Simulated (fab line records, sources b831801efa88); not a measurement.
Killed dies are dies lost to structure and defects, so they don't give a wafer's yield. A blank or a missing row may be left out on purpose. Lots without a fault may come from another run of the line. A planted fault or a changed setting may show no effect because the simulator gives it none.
Which tool did it? | flow sky130 | 7 lots, 21 wafers sampled, at 2 steps of a route of 708

WHAT THE GAUGES READ, wafer by wafer
SKY_LDD_HVN_TW_MEAS_10.
lot  | measured     | on            | LDD_HVN_TW
L105 | day 21 06:53 | film_metro-03 | 1452 1463 1455
L108 | day 22 09:45 | film_metro-02 | 1445 1446 1454
L112 | day 23 19:34 | film_metro-03 | 1460 1464 1457
L117 | day 25 12:48 | film_metro-02 | 1442 1446 1438
L118 | day 25 17:56 | film_metro-01 | 1452 1448 1456
L121 | day 26 13:22 | film_metro-01 | 1543 1547 1552
L127 | day 29 00:21 | film_metro-02 | 1440 1443 1432

WHICH TOOL RAN EACH LOT (tool, then ch and the chambers of the sampled wafers, then the start)
lot  | SKY_LDD_HVN_IMPLANT_08
L105 | implanter-04 ch 0, day 21 06:38
L108 | implanter-01 ch 0, day 22 09:32
L112 | implanter-01 ch 0, day 23 19:19
L117 | implanter-04 ch 0, day 25 12:34
L118 | implanter-04 ch 0, day 25 17:41
L121 | implanter-04 ch 0, day 26 13:08
L127 | implanter-02 ch 0, day 29 00:07
- SKY_LDD_HVN_IMPLANT_08

THE ANSWER, worked out from the rows above alone
Rule: what is usual is taken from the lots themselves. Put in order of their means at a reading, lots are off if they are a third of the lots or fewer, leave a main group of 4 or more, and stand apart from it by a gap of 3 or more times the standard deviation of the main group's means; of several such gaps the widest counts. A main group whose means are all the same, to the digits that the tables above print for the reading, isn't used. A lot without any number at a reading at which 4 lots or more have one is off too. The other lots that the step has rows for count as sound.
Off: L121, at SKY_LDD_HVN_TW_MEAS_10 (LDD_HVN_TW). The main group: mean 1450, standard deviation 7.7.
A tool fits if, at a process step before that reading, it ran every lot that is off, and no sound lot after the first of them. The gauges at SKY_LDD_HVN_TW_MEAS_10 are tried like those tools. Can't be told from this: 2 tools fit, implanter-04 at SKY_LDD_HVN_IMPLANT_08, film_metro-01 at SKY_LDD_HVN_TW_MEAS_10.

WHAT THE SIMULATOR HAD PUT IN
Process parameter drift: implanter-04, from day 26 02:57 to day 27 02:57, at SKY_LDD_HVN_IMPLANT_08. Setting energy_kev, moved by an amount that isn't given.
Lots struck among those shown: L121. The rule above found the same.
